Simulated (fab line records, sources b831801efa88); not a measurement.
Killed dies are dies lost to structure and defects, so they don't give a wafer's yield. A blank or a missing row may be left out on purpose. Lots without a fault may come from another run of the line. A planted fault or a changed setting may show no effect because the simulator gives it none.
fab line records | flow gf180mcu | part 1 of 2: steps 1 to 33 of 42
record lots=5 wafers=15 last_day=34
route steps=602 shown M2@365 V2@382
lots that met no fault: from a run of the same line without faults
start_h: hours from the record's first day to the start of the lot's first wafer shown | wait_h: hours since the lot's step before | " the same as in the row above | L1.1+2: a row that stands for several wafers | - no value, or no start given | * or withheld: withheld | < > ~ a bound
route shown NAME@n: a module of which the file shows steps, and the number in the route of the first | usual: mean/standard deviation of fault-free wafers | same: alike in all rows | chamber/n: place in a boat | sites: the reading at each site | _std_site: their standard deviation | _edge_site: outer sites' mean less inner sites' | radius_mm: how far each site lies from the wafer's centre | mask NAME#n: copy n | behind: the tool/chamber that last shaped the wafer | hold: why the lot was held/for how many hours/how that ended | device: the transistor (n, p or np) that didn't switch | end of line: the same wafers' tests at the end of the route | a step without rows: its recipe alone | killed: dies lost to structure and defects at the first sort, not the wafer's yield | map: a wafer's dies, x killed, . not, _ none there
set.NAME: the setting as run; set.NAME@STEP: as run at that earlier step | model.NAME: the simulator's own value behind a step, which no gauge read
lots at some steps of the route; a table a step, a row a wafer
services: from which hour (start_h, from the record's first day; less than 0 if before it) a tool's chamber was out of use, for how many hours, and why
## steps
# step GF_M2_SPUTTER_03
# recipe material=Ti target_thk_nm=10 substrate_temp_c=300 chamber_pressure_pa=0.3 power_w=3000 time_s=6.7
# usual substrate_temp_c=300.03/0.21 throttle_valve_pct=29.7/1.4
# columns lot.wafer tool chamber start_h wait_h substrate_temp_c throttle_valve_pct
L074.2 pvd_sputter-02 - 403.20 0.0 299.84 31.0
L074.3 " - " " 300.10 29.3
L074.5 " - " " 300.05 29.6
L079.2 pvd_sputter-02 - 444.69 0.0 300.02 29.3
L079.4 " - " " 299.70 30.1
L079.6 " - " " 299.93 29.5
L088.1 pvd_sputter-01 - 545.01 0.0 299.98 27.0
L088.4 " - " " 300.12 30.6
L088.5 " - " " 299.98 30.8
L096.1 pvd_sputter-02 - 598.03 0.0 300.37 29.9
L096.4 " - " " 299.41 29.6
L096.5 " - " " 299.80 29.4
L097.4 pvd_sputter-02 - 612.86 0.0 299.98 29.4
L097.5 " - " " 299.65 29.6
L097.6 " - " " 300.05 29.1
# step GF_M2_SPUTTER_04
# recipe material=TiN target_thk_nm=50 power_w=6500 time_s=41.7 chamber_pressure_pa=0.4
# usual throttle_valve_pct=29.8/1.4
# columns lot.wafer tool chamber start_h wait_h throttle_valve_pct
L074.2 pvd_sputter-02 - 403.22 0.0 30.7
L074.3 " - " " 29.6
L074.5 " - " " 29.5
L079.2 pvd_sputter-02 - 444.71 0.0 29.1
L079.4 " - " " 29.7
L079.6 " - " " 29.1
L088.1 pvd_sputter-01 - 545.03 0.0 27.1
L088.4 " - " " 30.5
L088.5 " - " " 31.0
L096.1 pvd_sputter-02 - 598.05 0.0 29.9
L096.4 " - " " 29.4
L096.5 " - " " 29.5
L097.4 pvd_sputter-02 - 612.88 0.0 29.1
L097.5 " - " " 29.4
L097.6 " - " " 29.4
# step GF_M2_RS_MEAS_05
# recipe thk_meas_gauge=four-point-probe reads=TiN_of_M2_SPUTTER_04+Ti_of_M2_SPUTTER_03+AlCu_of_M2_SPUTTER_02+TiN_of_M2_SPUTTER_01+Ti_of_M2_SPUTTER_00
# usual M2_ALCU_RS=0.0695/0.00074
# columns lot.wafer tool chamber start_h wait_h M2_ALCU_RS[ohm/sq]
L074.2 film_metro-01 - 403.28 0.0 0.0704
L074.3 " - " " 0.0700
L074.5 " - " " 0.0692
L079.2 film_metro-02 - 444.77 0.0 0.0684
L079.4 " - " " 0.0696
L079.6 " - " " 0.0686
L088.1 film_metro-02 - 545.07 0.0 0.0694
L088.4 " - " " 0.0689
L088.5 " - " " 0.0689
L096.1 film_metro-02 - 598.09 0.0 0.0696
L096.4 " - " " 0.0693
L096.5 " - " " 0.0696
L097.4 film_metro-02 - 612.98 0.1 0.0689
L097.5 " - " " 0.0688
L097.6 " - " " 0.0687
# step GF_M2_THK_MEAS_06
# recipe thk_meas_gauge=xrf reads=AlCu_of_M2_SPUTTER_02
# usual M2_ALCU_THK=451/4.7
# columns lot.wafer tool chamber start_h wait_h M2_ALCU_THK[nm]
L074.2 film_metro-01 - 403.39 0.1 447
L074.3 " - " " 447
L074.5 " - " " 454
L079.2 film_metro-02 - 444.88 0.1 456
L079.4 " - " " 453
L079.6 " - " " 458
L088.1 film_metro-02 - 545.19 0.1 452
L088.4 " - " " 453
L088.5 " - " " 453
L096.1 film_metro-02 - 598.21 0.1 448
L096.4 " - " " 453
L096.5 " - " " 453
L097.4 film_metro-02 - 613.07 0.1 454
L097.5 " - " " 453
L097.6 " - " " 456
# step GF_M2_DEHYDRATE_07
# recipe temp_c=200 time_s=60
# columns lot.wafer tool chamber start_h wait_h
L074.2+3+5 litho_track-04 0 414.69 11.3
L079.2+4+6 litho_track-02 0 456.54 11.6
L088.1+4+5 litho_track-04 0 555.97 10.8
L096.1+4+5 litho_track-01 0 607.81 9.6
L097.4+5+6 litho_track-04 0 623.44 10.4
# step GF_M2_HMDS_08
# recipe prime_time_s=60 prime_temp_c=120
# columns lot.wafer tool chamber start_h wait_h
L074.2+3+5 litho_track-04 0 414.84 0.1
L079.2+4+6 litho_track-02 0 456.69 0.1
L088.1+4+5 litho_track-04 0 556.12 0.1
L096.1+4+5 litho_track-01 0 607.96 0.1
L097.4+5+6 litho_track-04 0 623.59 0.1
# step GF_M2_COAT_09
# recipe resist=KrF spin_rpm=withheld resist_thk_nm=1000
# columns lot.wafer tool chamber start_h wait_h
L074.2+3+5 litho_track-04 0 414.99 0.1
L079.2+4+6 litho_track-02 0 456.84 0.1
L088.1+4+5 litho_track-04 0 556.27 0.1
L096.1+4+5 litho_track-01 0 608.11 0.1
L097.4+5+6 litho_track-04 0 623.74 0.1
# step GF_M2_SOFTBAKE_10
# recipe temp_c=130 time_s=60 resist=KrF
# columns lot.wafer tool chamber start_h wait_h
L074.2+3+5 litho_track-04 0 415.14 0.1
L079.2+4+6 litho_track-02 0 456.99 0.1
L088.1+4+5 litho_track-04 0 556.42 0.1
L096.1+4+5 litho_track-01 0 608.26 0.1
L097.4+5+6 litho_track-04 0 623.89 0.1
# step GF_M2_EXPOSE_11
# recipe mask_id=Metal2 target_cd_nm=280 na=0.68 source_shape=conventional sigma_outer=0.6 dose_mj=28
# usual reticle_temp_C=22.99/0.11
# columns lot.wafer tool chamber start_h wait_h mask reticle_temp_C
L074.2 krf_scanner-01 0 - - Metal2#0 23.03
L074.3 " 0 " " Metal2#0 23.05
L074.5 " 0 " " Metal2#0 23.08
L079.2 krf_scanner-01 0 - - Metal2#0 22.91
L079.4 " 0 " " Metal2#0 23.04
L079.6 " 0 " " Metal2#0 22.93
L088.1 krf_scanner-01 0 - - Metal2#0 22.82
L088.4 " 0 " " Metal2#0 22.87
L088.5 " 0 " " Metal2#0 22.93
L096.1 krf_scanner-02 0 - - Metal2#0 22.88
L096.4 " 0 " " Metal2#0 22.81
L096.5 " 0 " " Metal2#0 23.03
L097.4 krf_scanner-01 0 - - Metal2#0 23.13
L097.5 " 0 " " Metal2#0 22.99
L097.6 " 0 " " Metal2#0 22.98
# step GF_M2_PEB_12
# recipe peb_temp_c=135 peb_time_s=90 resist=KrF
# columns lot.wafer tool chamber start_h wait_h
L074.2+3+5 litho_track-02 0 - -
L079.2+4+6 litho_track-01 0 - -
L088.1+4+5 litho_track-04 0 - -
L096.1+4+5 litho_track-04 0 - -
L097.4+5+6 litho_track-01 0 - -
# step GF_M2_DEVELOP_13
# recipe develop_time_s=60 dev_temp_c=21
# columns lot.wafer tool chamber start_h wait_h
L074.2+3+5 litho_track-02 0 426.29 0.2
L079.2+4+6 litho_track-01 0 468.93 0.2
L088.1+4+5 litho_track-04 0 567.47 0.2
L096.1+4+5 litho_track-04 0 618.47 0.2
L097.4+5+6 litho_track-01 0 633.53 0.1
# step GF_M2_CD_MEAS_14
# recipe target_cd_nm=280
# usual cd_nm=280.0/0.93
# columns lot.wafer tool chamber start_h wait_h cd_nm
L074.2 cd_sem-02 - 426.43 0.1 280.3
L074.3 " - " " 280.5
L074.5 " - " " 281.2
L079.2 cd_sem-02 - 469.08 0.1 278.5
L079.4 " - " " 279.5
L079.6 " - " " 280.6
L088.1 cd_sem-01 - 567.62 0.1 281.2
L088.4 " - " " 281.5
L088.5 " - " " 281.1
L096.1 cd_sem-01 - 618.62 0.1 278.8
L096.4 " - " " 281.2
L096.5 " - " " 277.8
L097.4 cd_sem-01 - 633.67 0.1 279.4
L097.5 " - " " 280.0
L097.6 " - " " 279.0
# step GF_M2_OVL_MEAS_15
# usual M2_OVL=2/5
# columns lot.wafer tool chamber start_h wait_h M2_OVL[nm]
L074.2 overlay-02 - 426.54 0.1 10
L074.3 " - " " 9
L074.5 " - " " 6
L079.2 overlay-02 - 469.18 0.1 2
L079.4 " - " " 2
L079.6 " - " " -1
L088.1 overlay-01 - 567.74 0.1 1
L088.4 " - " " -6
L088.5 " - " " -9
L096.1 overlay-01 - 618.74 0.1 8
L096.4 " - " " 3
L096.5 " - " " 5
L097.4 overlay-02 - 633.74 0.1 5
L097.5 " - " " 1
L097.6 " - " " 1
# step GF_M2_METAL_ETCH_16
# recipe chemistry=Cl2/BCl3 mask_material=KrF target_depth_nm=750.8 stop_on=SiO2 pressure_mtorr=8 icp_w=800 bias_w=140 Cl2_flow_sccm=80 bcl3_flow_sccm=40 time_s=125.1
# usual drypump_motor_current_A=5.94/0.3 oes_product_au=0.990/0.0062 throttle_valve_pct=28.232/0.01
# columns lot.wafer tool chamber start_h wait_h drypump_motor_current_A oes_product_au rf_hours_counter_h throttle_valve_pct
L074.2 rie_metal-01 0 426.57 0.0 6.07 0.983 2 28.236
L074.3 " 1 " " 5.95 0.990 - 28.233
L074.5 " 1 " " 5.94 0.981 - 28.228
L079.2 rie_metal-02 1 469.26 0.1 5.46 0.989 - 28.226
L079.4 " 1 " " 5.48 0.999 - 28.224
L079.6 " 1 " " 5.46 0.992 - 28.227
L088.1 rie_metal-02 1 567.77 0.0 5.45 1.005 9 28.224
L088.4 " 1 " " 5.46 1.000 - 28.213
L088.5 " 1 " " 5.44 0.991 - 28.222
L096.1 rie_metal-01 1 618.77 0.0 5.94 0.979 2 28.244
L096.4 " 0 " " 6.07 0.987 - 28.224
L096.5 " 0 " " 6.04 0.990 - 28.231
L097.4 rie_metal-01 0 633.81 0.1 6.07 0.992 - 28.236
L097.5 " 0 " " 6.06 0.989 - 28.220
L097.6 " 1 " " 5.95 0.989 - 28.231
# step GF_M2_STRIP_17
# recipe chemistry=O2/N2 power_w=1400 pressure_mtorr=1500 platen_temp_c=250 o2_flow_sccm=3000 n2_flow_sccm=300 overash_fraction=0.5
# usual drypump_motor_current_A=5.7/0.31 heater_power_w=344/26 oes_product_au=0.538/0.0046 strip_time_to_endpoint_s=7.38/0.051
# columns lot.wafer tool chamber start_h wait_h drypump_motor_current_A heater_power_w oes_product_au rf_hours_counter_h strip_time_to_endpoint_s
L074.2 plasma_asher-04 0 426.74 0.1 5.8 303 0.536 34 7.46
L074.3 " 1 " " 5.2 367 0.535 - 7.42
L074.5 " 1 " " 5.2 367 0.551 - 7.45
L079.2 plasma_asher-04 0 469.47 0.2 5.7 312 0.536 39 7.33
L079.4 " 0 " " 5.7 310 0.534 - 7.31
L079.6 " 0 " " 5.7 309 0.532 - 7.33
L088.1 plasma_asher-04 1 567.90 0.1 5.2 376 0.529 50 7.29
L088.4 " 1 " " 5.2 372 0.533 - 7.34
L088.5 " 0 " " 5.7 310 0.533 - 7.28
L096.1 plasma_asher-04 1 618.90 0.1 5.2 372 0.541 57 7.44
L096.4 " 1 " " 5.2 373 0.536 - 7.40
L096.5 " 0 " " 5.7 313 0.534 - 7.36
L097.4 plasma_asher-03 0 633.93 0.1 5.9 329 0.535 - 7.37
L097.5 " 0 " " 5.9 325 0.538 - 7.36
L097.6 " 1 " " 6.0 349 0.540 - 7.36
# step GF_M2_STRIP_18
# recipe chemistry=post_etch_residue_remover time_s=1200 temp_c=72.5
# columns lot.wafer tool chamber start_h wait_h
L074.2+3+5 wet_bench-01 3 426.84 0.1
L079.2+4+6 wet_bench-02 0 469.57 0.1
L088.1+4+5 wet_bench-03 1 568.00 0.1
L096.1+4+5 wet_bench-02 2 619.00 0.1
L097.4+5+6 wet_bench-02 1 633.99 0.0
# step GF_M2_CLEAN_19
# recipe chemistry=DIW dry=n2_spin
# columns lot.wafer tool chamber start_h wait_h
L074.2+3+5 wet_bench-03 2 427.18 0.0
L079.2+4+6 wet_bench-03 0 469.95 0.0
L088.1+4+5 wet_bench-02 2 568.37 0.0
L096.1+4+5 wet_bench-03 2 619.34 0.0
L097.4+5+6 wet_bench-03 2 634.40 0.0
# step GF_V2_CVD_00
# recipe material=SiO2 target_thk_nm=600 sigma_open_frac=0.3 temp_c=400 time_s=100 sih4_flow_sccm=60 pressure_mtorr=6
# columns lot.wafer tool chamber start_h wait_h
L074.2+3+5 hdpcvd-01 0,2,2 427.27 0.0
L079.2+4+6 hdpcvd-01 0,0,1 470.04 0.0
L088.1+4+5 hdpcvd-01 1,0,1 568.47 0.0
L096.1+4+5 hdpcvd-01 2,2,0 619.44 0.0
L097.4+5+6 hdpcvd-02 0,2,1 634.53 0.0
# step GF_V2_THK_MEAS_01
# recipe reads=SiO2_of_V2_CVD_00
# usual V2_CVD_00_THK=604/7
# columns lot.wafer tool chamber start_h wait_h V2_CVD_00_THK[nm]
L074.2 film_metro-03 - 427.36 0.0 609
L074.3 " - " " 611
L074.5 " - " " 607
L079.2 film_metro-04 - 470.12 0.0 609
L079.4 " - " " 608
L079.6 " - " " 609
L088.1 film_metro-04 - 568.57 0.1 598
L088.4 " - " " 616
L088.5 " - " " 608
L096.1 film_metro-04 - 619.51 0.0 612
L096.4 " - " " 604
L096.5 " - " " 598
L097.4 film_metro-04 - 634.59 0.0 592
L097.5 " - " " 598
L097.6 " - " " 601
# step GF_V2_CVD_02
# recipe material=SiO2 target_thk_nm=850 precursor=TEOS temp_c=400 time_s=94.851 rf_w=600
# usual heater_power_w=647/88
# columns lot.wafer tool chamber start_h wait_h heater_power_w
L074.2 pecvd-02 1 427.41 0.0 647
L074.3 " 2 " " 682
L074.5 " 1 " " 553
L079.2 pecvd-02 1 470.17 0.0 619
L079.4 " 0 " " 628
L079.6 " 2 " " 608
L088.1 pecvd-04 2 568.63 0.1 553
L088.4 " 2 " " 619
L088.5 " 0 " " 570
L096.1 pecvd-02 0 619.57 0.1 577
L096.4 " 0 " " 626
L096.5 " 1 " " 541
L097.4 pecvd-02 2 634.66 0.1 617
L097.5 " 1 " " 544
L097.6 " 0 " " 530
# step GF_V2_THK_MEAS_03
# recipe reads=SiO2_of_V2_CVD_02
# usual V2_CVD_02_THK=850/12
# columns lot.wafer tool chamber start_h wait_h V2_CVD_02_THK[nm]
L074.2 film_metro-03 - 427.48 0.0 828
L074.3 " - " " 822
L074.5 " - " " 842
L079.2 film_metro-03 - 470.25 0.0 845
L079.4 " - " " 851
L079.6 " - " " 863
L088.1 film_metro-01 - 568.74 0.1 844
L088.4 " - " " 873
L088.5 " - " " 862
L096.1 film_metro-01 - 619.64 0.0 842
L096.4 " - " " 843
L096.5 " - " " 848
L097.4 film_metro-03 - 634.72 0.0 868
L097.5 " - " " 864
L097.6 " - " " 860
# step GF_V2_CMP_04
# recipe material=SiO2 down_force_psi=4 platen_rpm=60 pad_velocity_m_s=0.94248
# usual motor_current_A=11.6/0.95 time_to_endpoint_s=79/5.4
# columns lot.wafer tool chamber start_h wait_h motor_current_A time_to_endpoint_s
L074.2 cmp-01 0 427.63 0.1 11.6 63
L074.3 " 1 " " 12.3 71
L074.5 " 2 " " 12.7 79
L079.4 cmp-01 3 470.35 0.1 10.7 80
L079.2 " 0 " " 10.4 77
L079.6 " 2 " " 13.0 88
L088.4 cmp-02 3 568.80 0.0 10.7 87
L088.1 " 1 " " 12.5 81
L088.5 " 0 " " 11.9 85
L096.4 cmp-01 1 619.75 0.1 13.0 75
L096.1 " 2 " " 12.5 77
L096.5 " 0 " " 11.0 73
L097.4 cmp-02 0 634.80 0.1 11.4 81
L097.5 " 3 " " 11.2 84
L097.6 " 0 " " 11.4 84
# step GF_V2_BOW_MEAS_05
# recipe mode=bow
# usual V2_BOW=98/8.2
# columns lot.wafer tool chamber start_h wait_h V2_BOW[um]
L074.2 film_metro-01 - 427.85 0.2 109
L074.3 " - " " 110
L074.5 " - " " 103
L079.2 film_metro-01 - 470.62 0.2 100
L079.4 " - " " 103
L079.6 " - " " 85
L088.1 film_metro-03 - 569.10 0.1 104
L088.4 " - " " 103
L088.5 " - " " 104
L096.1 film_metro-01 - 620.00 0.1 102
L096.4 " - " " 107
L096.5 " - " " 102
L097.4 film_metro-04 - 635.11 0.3 94
L097.5 " - " " 107
L097.6 " - " " 108
# step GF_V2_DEHYDRATE_06
# recipe temp_c=200 time_s=60
# columns lot.wafer tool chamber start_h wait_h
L074.2+3+5 litho_track-01 0 439.38 11.5
L079.2+4+6 litho_track-02 0 481.94 11.3
L088.1+4+5 litho_track-01 0 579.96 10.8
L096.1+4+5 litho_track-03 0 629.56 9.5
L097.4+5+6 litho_track-03 0 644.53 9.4
# step GF_V2_HMDS_07
# recipe prime_time_s=60 prime_temp_c=120
# columns lot.wafer tool chamber start_h wait_h
L074.2+3+5 litho_track-01 0 439.53 0.1
L079.2+4+6 litho_track-02 0 482.09 0.1
L088.1+4+5 litho_track-01 0 580.11 0.1
L096.1+4+5 litho_track-03 0 629.71 0.1
L097.4+5+6 litho_track-03 0 644.68 0.1
# step GF_V2_COAT_08
# recipe resist=BARC temp_c=withheld time_s=withheld spin_rpm=withheld resist_thk_nm=withheld
# columns lot.wafer tool chamber start_h wait_h
L074.2+3+5 litho_track-01 0 439.68 0.1
L079.2+4+6 litho_track-02 0 482.24 0.1
L088.1+4+5 litho_track-01 0 580.26 0.1
L096.1+4+5 litho_track-03 0 629.86 0.1
L097.4+5+6 litho_track-03 0 644.83 0.1
# step GF_V2_COAT_09
# recipe resist=KrF spin_rpm=withheld resist_thk_nm=1000
# columns lot.wafer tool chamber start_h wait_h
L074.2+3+5 litho_track-01 0 - -
L079.2+4+6 litho_track-02 0 - -
L088.1+4+5 litho_track-01 0 - -
L096.1+4+5 litho_track-03 0 - -
L097.4+5+6 litho_track-03 0 - -
# step GF_V2_SOFTBAKE_10
# recipe temp_c=130 time_s=60 resist=KrF
# columns lot.wafer tool chamber start_h wait_h
L074.2+3+5 litho_track-01 0 - -
L079.2+4+6 litho_track-02 0 - -
L088.1+4+5 litho_track-01 0 - -
L096.1+4+5 litho_track-03 0 - -
L097.4+5+6 litho_track-03 0 - -
# step GF_V2_EXPOSE_11
# recipe mask_id=Via2 target_cd_nm=260 na=0.68 source_shape=conventional sigma_outer=0.6 dose_mj=38
# usual reticle_temp_C=23.00/0.095
# columns lot.wafer tool chamber start_h wait_h mask reticle_temp_C
L074.2 krf_scanner-02 0 - - Via2#0 23.03
L074.3 " 0 " " Via2#0 23.09
L074.5 " 0 " " Via2#0 22.95
L079.2 krf_scanner-02 0 - - Via2#0 23.10
L079.4 " 0 " " Via2#0 23.21
L079.6 " 0 " " Via2#0 22.89
L088.1 krf_scanner-01 0 - - Via2#0 23.10
L088.4 " 0 " " Via2#0 23.12
L088.5 " 0 " " Via2#0 23.10
L096.1 krf_scanner-02 0 - - Via2#0 23.12
L096.4 " 0 " " Via2#0 22.97
L096.5 " 0 " " Via2#0 23.17
L097.4 krf_scanner-01 0 - - Via2#0 23.04
L097.5 " 0 " " Via2#0 23.02
L097.6 " 0 " " Via2#0 22.85
# step GF_V2_PEB_12
# recipe peb_temp_c=135 peb_time_s=90 resist=KrF
# columns lot.wafer tool chamber start_h wait_h
L074.2+3+5 litho_track-03 0 - -
L079.2+4+6 litho_track-03 0 - -
L088.1+4+5 litho_track-02 0 - -
L096.1+4+5 litho_track-02 0 - -
L097.4+5+6 litho_track-03 0 - -
# step GF_V2_DEVELOP_13
# recipe develop_time_s=60 resist=KrF dev_temp_c=21
# columns lot.wafer tool chamber start_h wait_h
L074.2+3+5 litho_track-03 0 451.99 0.2
L079.2+4+6 litho_track-03 0 494.59 0.2
L088.1+4+5 litho_track-02 0 590.96 0.2
L096.1+4+5 litho_track-02 0 639.91 0.2
L097.4+5+6 litho_track-03 0 654.98 0.1
# step GF_V2_CD_MEAS_14
# recipe target_cd_nm=260
# usual cd_nm=259.7/1
# columns lot.wafer tool chamber start_h wait_h cd_nm
L074.2 cd_sem-01 - 452.13 0.1 259.6
L074.3 " - " " 259.6
L074.5 " - " " 259.4
L079.2 cd_sem-02 - 494.75 0.1 261.8
L079.4 " - " " 260.4
L079.6 " - " " 261.9
L088.1 cd_sem-01 - 591.11 0.1 258.4
L088.4 " - " " 259.0
L088.5 " - " " 260.9
L096.1 cd_sem-02 - 640.06 0.1 259.7
L096.4 " - " " 259.3
L096.5 " - " " 257.8
L097.4 cd_sem-02 - 655.12 0.1 258.3
L097.5 " - " " 260.1
L097.6 " - " " 259.8
# step GF_V2_OVL_MEAS_15
# usual V2_OVL=2/5.2
# columns lot.wafer tool chamber start_h wait_h V2_OVL[nm]
L074.2 overlay-01 - 452.24 0.1 -7
L074.3 " - " " -5
L074.5 " - " " -3
L079.2 overlay-01 - 494.86 0.1 3
L079.4 " - " " 6
L079.6 " - " " 8
L088.1 overlay-01 - 591.23 0.1 3
L088.4 " - " " -1
L088.5 " - " " 5
L096.1 overlay-01 - 640.18 0.1 6
L096.4 " - " " 6
L096.5 " - " " 2
L097.4 overlay-01 - 655.20 0.1 6
L097.5 " - " " -2
L097.6 " - " " 8
